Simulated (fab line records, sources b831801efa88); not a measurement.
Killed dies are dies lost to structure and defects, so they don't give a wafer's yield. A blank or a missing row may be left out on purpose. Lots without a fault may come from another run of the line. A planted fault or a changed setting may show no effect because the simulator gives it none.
Which tool did it? | flow sky130 | 12 lots, 36 wafers sampled, at 1 step of a route of 708

WHAT THE GAUGES READ, wafer by wafer
SKY_VIA1_THK_MEAS_23: measures by xrf.
lot  | measured     | on            | VIA1_W_THK (nm)
L451 | day 35 01:54 | film_metro-02 | 274 270 271
L452 | day 35 16:24 | film_metro-01 | 268 268 268
L453 | day 36 04:11 | film_metro-01 | 273 274 273
L456 | day 37 04:40 | film_metro-02 | 267 269 270
L457 | day 37 11:28 | film_metro-03 | 278 274 274
L458 | day 37 22:34 | film_metro-02 | 273 274 273
L465 | day 39 12:36 | film_metro-03 | 276 268 273
L464 | day 39 17:34 | film_metro-01 | 274 270 270
L466 | day 40 07:39 | film_metro-02 | 275 273 271
L468 | day 40 10:20 | film_metro-03 | 276 271 274
L467 | day 40 18:29 | film_metro-03 | 276 277 279
L470 | day 41 04:12 | film_metro-02 | 270 269 264

WHICH TOOL RAN EACH LOT (tool, then ch and the chambers of the sampled wafers, then the start)
The record holds no process step before these readings.

WHAT THE TOOLS THEMSELVES READ (means of the sampled wafers that have a number; where no wafer has one, the mark that the record gives instead)
The record holds no such reading with a usual standard deviation.

THE ANSWER, worked out from the rows above alone
Rule: what is usual is taken from the lots themselves. Put in order of their means at a reading, lots are off if they are a third of the lots or fewer, leave a main group of 4 or more, and stand apart from it by a gap of 3 or more times the standard deviation of the main group's means; of several such gaps the widest counts. A main group whose means are all the same, to the digits that the tables above print for the reading, isn't used. A lot without any number at a reading at which 4 lots or more have one is off too. The other lots that the step has rows for count as sound. The gauges are gone through in route order, then the tools' own readings, and for those a lot's mean is taken as printed above. The first step at which some lot is off is used, and at that step the reading that is off furthest; a lot without a number counts as furthest.
No lot is off at any reading shown: from this, nothing can be told.

WHAT THE SIMULATOR HAD PUT IN
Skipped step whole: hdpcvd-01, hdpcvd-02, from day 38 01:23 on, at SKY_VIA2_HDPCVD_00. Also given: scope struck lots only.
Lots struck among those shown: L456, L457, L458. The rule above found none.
